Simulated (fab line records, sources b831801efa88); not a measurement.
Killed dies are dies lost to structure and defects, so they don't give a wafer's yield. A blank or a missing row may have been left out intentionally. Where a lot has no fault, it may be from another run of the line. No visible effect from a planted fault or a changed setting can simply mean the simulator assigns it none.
Split-lot study + flow sfq-line + 5 lots, 18 wafers read, on a route of 325 steps

THE SPLIT
At SFQ_TRILAYER_M6_LITHO_COAT_159 (resist thk 600 nm), the setting resist-thk-nm was moved away from the recipe's 600 nm on 4 of the 18 wafers read, by -5.6% to +4.1%. All remaining wafers had this setting at the recipe value.

FROM THE SPLIT TO THE READING: what the file shows between them, 4 steps
- SFQ_TRILAYER_M6_LITHO_SOFTBAKE_163
- SFQ_TRILAYER_M6_LITHO_EXPOSE_160: exposes mask M6, target cd 500 nm
- SFQ_TRILAYER_M6_LITHO_DEVELOP_161: time 60 s
- SFQ_TRILAYER_M6_BARC_OPEN_METAL_ETCH_206: etches BARC in O2, target depth 125 nm, time 41.7 s

THE READING
KrF_of_TRILAYER_M6_LITHO_COAT_159.thk-nm (the simulator's own value, which no gauge read), in nm, at SFQ_TRILAYER_M6_ETCH_METAL_ETCH_162 (etches Nb in Cl2/Ar, stops on SiO2, target depth 240 nm, time 120 s). There is no usual value for it anywhere in the file. The 14 wafers here that ran the recipe average 381.2 nm, standard deviation 2.6 nm.

| wafer  | tool, chamber at the split | resist-thk-nm as run, nm | against the recipe | KrF_of_TRILAYER_M6_LITHO_COAT_159.thk-nm, nm | against lot-mates on the recipe |
|--------|----------------------------|--------------------------|--------------------|----------------------------------------------|---------------------------------|
| L075.1 | litho-track-03, 0          | 600                      | recipe             | 379.2                                        | -                               |
| L075.5 | litho-track-03, 0          | 600                      | recipe             | 380.3                                        | -                               |
| L075.6 | litho-track-03, 0          | 600                      | recipe             | 380.8                                        | -                               |
| L080.1 | litho-track-03, 0          | 600                      | recipe             | 379.3                                        | -                               |
| L080.3 | litho-track-03, 0          | 600                      | recipe             | 380                                          | -                               |
| L080.4 | litho-track-03, 0          | 600                      | recipe             | 382.2                                        | -                               |
| L080.5 | litho-track-03, 0          | 600                      | recipe             | 381.8                                        | -                               |
| L080.6 | litho-track-03, 0          | 600                      | recipe             | 382.8                                        | -                               |
| L082.1 | litho-track-02, 0          | 566.2                    | -5.6%              | 344.4                                        | -33.4                           |
| L082.5 | litho-track-02, 0          | 600                      | recipe             | 377.8                                        | -                               |
| L084.1 | litho-track-01, 0          | 624.8                    | +4.1%              | 405.1                                        | +26.6                           |
| L084.2 | litho-track-01, 0          | 624.8                    | +4.1%              | 401.7                                        | +23.2                           |
| L084.4 | litho-track-01, 0          | 600                      | recipe             | 379.9                                        | -                               |
| L084.5 | litho-track-01, 0          | 600                      | recipe             | 377.2                                        | -                               |
| L084.6 | litho-track-01, 0          | 624.8                    | +4.1%              | 404.5                                        | +26.0                           |
| L085.2 | litho-track-02, 0          | 600                      | recipe             | 386                                          | -                               |
| L085.3 | litho-track-02, 0          | 600                      | recipe             | 382.9                                        | -                               |
| L085.4 | litho-track-02, 0          | 600                      | recipe             | 386.6                                        | -                               |

THE FIT
A straight line over all 18 wafers: KrF_of_TRILAYER_M6_LITHO_COAT_159.thk-nm changes by +5.91 nm for each +1% of resist-thk-nm; r = +0.98; the points scatter about the line by 2.8 nm.
The same after taking each lot's own level away (the mean of its wafers on the recipe; 18 wafers): +6.03 nm for each +1%; r = +1.00; scatter 1.3 nm.
On that fit, the largest move of resist-thk-nm shifts the reading by 34 nm.
The span of the lots' own levels, 377.80 to 385.17 nm, comes to 2.8 times the standard deviation stated above.
Consequently the slope shifts little with the lot-to-lot level, the two slopes agreeing.
Check: with one of the wafers moved furthest among these (-5.6%) left out of the fit, the line predicts -34.4 nm for it against its lot-mates. Against them it came out at -33.4 nm.

THE WHOLE CHAIN: every reading that the file lists as answering this split, in the file's order
| step                                     | what it does                                                        | reading                                                                                   | change (the file's fit)              | r (the file's) |
|------------------------------------------|---------------------------------------------------------------------|-------------------------------------------------------------------------------------------|--------------------------------------|----------------|
| SFQ_TRILAYER_M6_LITHO_COAT_159           | resist thk 600 nm                                                   | KrF_of_TRILAYER_M6_LITHO_COAT_159.thk-nm (the simulator's own value, which no gauge read) | +5.73 nm for each +1% of the setting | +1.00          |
| SFQ_TRILAYER_M6_BARC_OPEN_METAL_ETCH_206 | etches BARC in O2, target depth 125 nm, time 41.7 s                 | KrF_of_TRILAYER_M6_LITHO_COAT_159.thk-nm (the simulator's own value, which no gauge read) | +5.77 nm for each +1% of the setting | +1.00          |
| SFQ_TRILAYER_M6_ETCH_METAL_ETCH_162      | etches Nb in Cl2/Ar, stops on SiO2, target depth 240 nm, time 120 s | KrF_of_TRILAYER_M6_LITHO_COAT_159.thk-nm (the simulator's own value, which no gauge read) | +6.02 nm for each +1% of the setting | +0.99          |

THE FILE'S OWN FIT
KrF_of_TRILAYER_M6_LITHO_COAT_159.thk-nm changes by +6.02 nm for each +1% of resist-thk-nm, r = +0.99.
